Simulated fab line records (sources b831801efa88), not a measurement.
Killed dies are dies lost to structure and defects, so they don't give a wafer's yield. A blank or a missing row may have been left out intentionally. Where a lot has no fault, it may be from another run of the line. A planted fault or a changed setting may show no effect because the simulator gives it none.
Which tool was responsible? ; flow gf180mcu ; Sampling: 6 lots, 18 wafers, 2 of 602 route steps

== WHAT EACH GAUGE READ, for each wafer ==
GF_HV_LDD_CD_MEAS_07 targets a cd of 400 nm.
lot;measured;on;cdNm (nm)
L192;day 10 07:22;cdSem-02;398.3 402.0 399.5
L200;day 12 23:33;cdSem-02;400.2 402.0 400.8
L202;day 13 12:58;cdSem-01;431.6 432.9 434.5
L207;day 15 04:45;cdSem-02;401.0 399.4 398.4
L211;day 16 07:14;cdSem-01;402.9 401.4 403.4
L214;day 17 06:37;cdSem-02;399.8 401.6 402.6

== WHICH TOOL RAN EACH LOT (tool, then ch and the chambers of the sampled wafers, then the start) ==
lot;GF_HV_LDD_COAT_02
L192;lithoTrack-03 ch 0, day 9 22:02
L200;lithoTrack-03 ch 0, day 12 13:20
L202;lithoTrack-03 ch 0, day 13 02:49
L207;lithoTrack-01 ch 0, day 14 17:48
L211;lithoTrack-01 ch 0, day 15 20:15
L214;lithoTrack-04 ch 0, day 16 19:19
- GF_HV_LDD_COAT_02: resist thk 1000 nm.

== THE ANSWER, worked out from the rows above alone ==
Rule: the lots themselves supply what counts as usual. Put in order of their means at a reading, lots are off if they are a third of the lots or fewer, leave a main group of 4 or more, and stand apart from it by a gap of 3 or more times the standard deviation of the main group's means; of several such gaps the widest counts. A main group is skipped when, at the precision printed for the reading in the tables above, its means are all equal. Also off: a lot with no number at a reading for which 4 or more lots have one. Where the step has rows for the other lots, those lots are counted as sound.
Off: L202, at GF_HV_LDD_CD_MEAS_07 (cdNm). Mean 400.9 nm and standard deviation 1.1 in the main group.
A tool fits if, at a process step before that reading, it ran every lot that is off, and no sound lot after the first of them. Those tools and the gauges at GF_HV_LDD_CD_MEAS_07 are tried in the same way. One fits: GF_HV_LDD_COAT_02 on lithoTrack-03. A fault onset in the window from L200 (day 12 13:20, its last sound lot) to L202 (day 13 02:49, its first lot off) fits.

== WHAT THE SIMULATOR HAD INSERTED ==
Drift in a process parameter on lithoTrack-03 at GF_HV_LDD_COAT_02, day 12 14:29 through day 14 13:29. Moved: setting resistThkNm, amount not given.
Struck lots among those shown: L202. The rule above found the same.
